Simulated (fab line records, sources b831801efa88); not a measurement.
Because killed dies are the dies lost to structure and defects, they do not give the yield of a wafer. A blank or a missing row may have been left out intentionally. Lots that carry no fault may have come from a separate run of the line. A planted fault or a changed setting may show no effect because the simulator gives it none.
Which tool was responsible? + flow sky130 + 33 wafers from 11 lots sampled at 3 of the route's 708 steps

WHAT THE GAUGES READ, wafer by wafer
SKY_VIA1_OVL_MEAS_13. Usual: VIA1_OVL gives -1 nm (standard deviation 6.2).
| lot  | measured     | on         | VIA1_OVL (nm) | flag |
|------|--------------|------------|---------------|------|
| L435 | day 33 23:19 | overlay-01 | 2 6 17        |      |
| L436 | day 34 18:44 | overlay-01 | -10 -10 -1    |      |
| L438 | day 35 08:02 | overlay-02 | 0 -2 -2       |      |
| L443 | day 36 23:05 | overlay-02 | -9 -5 -7      |      |
| L442 | day 37 04:30 | overlay-02 | 3 4 -1        |      |
| L444 | day 37 08:50 | overlay-01 | 0 -9 0        |      |
| L448 | day 38 09:26 | overlay-02 | 3 1 -5        |      |
| L449 | day 38 17:40 | overlay-01 | 1 -7 5        |      |
| L455 | day 40 10:32 | overlay-02 | -5 -5 -8      |      |
| L456 | day 40 21:17 | overlay-01 | -7 -3 -1      |      |
| L458 | day 41 02:41 | overlay-01 | -1 -2 -2      |      |

TOOL THAT RAN EACH LOT (tool first, then ch and the chambers of the sampled wafers, then the start)
| lot  | SKY_CONTACT_SPUTTER_23      | SKY_METAL1_SPUTTER_03       |
|------|-----------------------------|-----------------------------|
| L435 | pvdSputter-01, day 31 14:07 | pvdSputter-04, day 31 14:50 |
| L436 | pvdSputter-03, day 32 11:25 | pvdSputter-01, day 32 12:08 |
| L438 | pvdSputter-01, day 33 00:01 | pvdSputter-03, day 33 00:44 |
| L443 | pvdSputter-02, day 34 15:46 | pvdSputter-01, day 34 16:29 |
| L442 | pvdSputter-01, day 34 20:47 | pvdSputter-04, day 34 21:31 |
| L444 | pvdSputter-02, day 35 00:32 | pvdSputter-01, day 35 01:16 |
| L448 | pvdSputter-02, day 36 02:54 | pvdSputter-03, day 36 03:37 |
| L449 | pvdSputter-02, day 36 11:23 | pvdSputter-01, day 36 12:07 |
| L455 | pvdSputter-01, day 38 05:51 | pvdSputter-03, day 38 06:41 |
| L456 | pvdSputter-01, day 38 17:44 | pvdSputter-03, day 38 18:28 |
| L458 | pvdSputter-02, day 38 23:08 | pvdSputter-03, day 38 23:52 |
- SKY_CONTACT_SPUTTER_23: material TiN, target thk 20 nm, time 80 s.
- SKY_METAL1_SPUTTER_03: material Ti, target thk 5 nm, time 3.3 s.

AS READ BY THE TOOLS THEMSELVES (means over the sampled wafers that have a number; for cases with no such wafer, the mark the record gives instead)
SKY_CONTACT_SPUTTER_23. Usual: throttleValvePct 29.9 %, standard deviation 0.89.
| lot  | tool          | throttleValvePct (%) | flag |
|------|---------------|----------------------|------|
| L435 | pvdSputter-01 | 30.7                 |      |
| L436 | pvdSputter-03 | 29.5                 |      |
| L438 | pvdSputter-01 | 31.0                 |      |
| L443 | pvdSputter-02 | 29.4                 |      |
| L442 | pvdSputter-01 | 30.8                 |      |
| L444 | pvdSputter-02 | 29.3                 |      |
| L448 | pvdSputter-02 | 28.9                 |      |
| L449 | pvdSputter-02 | 30.0                 |      |
| L455 | pvdSputter-01 | 30.6                 |      |
| L456 | pvdSputter-01 | 31.0                 |      |
| L458 | pvdSputter-02 | 29.0                 |      |

SKY_METAL1_SPUTTER_03. Usual: throttleValvePct 29.8 %, standard deviation 1.1.
| lot  | tool          | throttleValvePct (%) | flag |
|------|---------------|----------------------|------|
| L435 | pvdSputter-04 | 28.7                 |      |
| L436 | pvdSputter-01 | 29.9                 |      |
| L438 | pvdSputter-03 | 29.4                 |      |
| L443 | pvdSputter-01 | 30.6                 |      |
| L442 | pvdSputter-04 | 29.1                 |      |
| L444 | pvdSputter-01 | 31.0                 |      |
| L448 | pvdSputter-03 | 29.3                 |      |
| L449 | pvdSputter-01 | 30.8                 |      |
| L455 | pvdSputter-03 | 29.4                 |      |
| L456 | pvdSputter-03 | 29.3                 |      |
| L458 | pvdSputter-03 | 29.6                 |      |

THE ANSWER, worked out from the rows above alone
Rule: take the mean of a lot's wafers that have a number; if it is more than 3 standard deviations from the usual mean, the lot is off. Also off: a lot with no number at a reading for which 4 or more lots have one. All remaining lots with rows at the step are treated as sound. After the gauges, taken in route order, come the tools' own readings; for these a lot's mean is taken, as printed above. At the first step where some lot is off, the reading lying furthest off is the one used; lots without a number count as furthest.
No lot is off at any reading shown: from this, nothing can be told.

WHAT THE SIMULATOR HAD PUT IN
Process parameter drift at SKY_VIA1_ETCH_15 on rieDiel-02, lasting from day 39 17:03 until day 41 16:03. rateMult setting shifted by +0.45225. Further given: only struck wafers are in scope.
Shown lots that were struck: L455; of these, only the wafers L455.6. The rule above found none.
